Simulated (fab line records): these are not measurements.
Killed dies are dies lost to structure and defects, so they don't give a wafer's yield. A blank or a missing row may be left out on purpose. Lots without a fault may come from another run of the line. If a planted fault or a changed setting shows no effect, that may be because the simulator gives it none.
Problem report, 8D (eight disciplines) form, completed by code	flow sfqLine	the parts of the form that need people (team, actions taken, sign-off) are left out

## 1. PROBLEM STATEMENT
At SFQ_TRILAYER_I3_CMP_CMP_082, timeToEndpointS averages 282 s over 5 wafers from 3 lots, while fault-free wafers read 213 s, standard deviation 7.3. Measured from the usual mean, that is +9.4 standard deviations.
The step: polishes SiO2.
First seen on wafer L889.6, day 28 08:38, on cmp-02. Wafers with a number at this step in the record: 45, from 15 lots. Rule for "out" (also "out of limits"): further than 4 standard deviations from the usual mean. All remaining wafers that have a number are taken as sound.

## 2. WHAT IT IS; WHAT IT IS NOT
question	is	is not
which readings at this step	timeToEndpointS	-
which lots	L889, L890, L891	L885, L886, L887, L888, L898, L899, L901, L903, L905, L906, L907, L908
which wafers of those lots	L889.6, L890.3, L890.4, L890.6, L891.3	L889.2, L889.5, L891.1, L891.2
read on which tools	cmp-02	cmp-01
when	from day 28 08:38	up to then (14 sound wafers); but 26 sound wafers of L891, L898, L899, L901, L903, L905, L906, L907, L908 came after

## 3. SUSPECTS, AND WHAT RULES EACH OUT
Counting: any tool at a process step up to the reading remains a suspect provided it ran every lot that is out. Sound lots after the first of them don't rule it out here, since some wafers of a struck lot are sound.
- cmp-02 at SFQ_TRILAYER_I3_CMP_CMP_082 (polishes SiO2): kept. It processed each lot that is out (first: L889, day 28 08:38); up to then, its last sound lot is L888 (day 28 04:08). Its own timeToEndpointS readings are out on those wafers.
The count leaves cmp-02 at SFQ_TRILAYER_I3_CMP_CMP_082.

## 4. THE CAUSE (what the simulator had put in)
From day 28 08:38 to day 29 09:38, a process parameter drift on cmp-02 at SFQ_TRILAYER_I3_CMP_CMP_082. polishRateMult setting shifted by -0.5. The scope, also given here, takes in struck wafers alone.
Counting left only this tool.

## 5. SEQUENCE OF EFFECTS, ordered by route
Rows list readings where the struck wafers' mean (over those with a number) sits beyond 3 standard deviations from the usual. Scope: only readings with a usual standard deviation given in the record; hours: median across lots of the time from each lot's start at the first step in this table that gives one to its start at this step; sigmas: change in usual standard deviations.
hours	step	reading	usual	on struck wafers	change	sigmas
0	SFQ_TRILAYER_I3_CMP_CMP_082	timeToEndpointS	213 s	282	+69	+9.4
7	SFQ_TRILAYER_I3_METRO_MEASURE_083	thkNm	199.6 nm	305.9	+106.3	+99 or more
148	SFQ_TRILAYER_I3_VIA_ETCH_VIA_ETCH_088	oesProductAu	0.854 a.u.	1.000	+0.146	+29
It contains these process steps:
- SFQ_TRILAYER_I3_CMP_CMP_082: polishes SiO2.
- SFQ_TRILAYER_I3_METRO_MEASURE_083
- SFQ_TRILAYER_I3_VIA_ETCH_VIA_ETCH_088: etches SiO2 in CHF3, stops on Nb, target depth 260 nm.
Later measuring or inspecting steps at which every struck wafer that the step has a row for has a number for every such reading, and none has moved that far: SFQ_I3_BOW_MEAS_922.

## 6. HOW IT WOULD HAVE BEEN CAUGHT EARLIER
In this record no reading fell out of limits until day 28 08:38, 0 hours after the fault had begun at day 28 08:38.
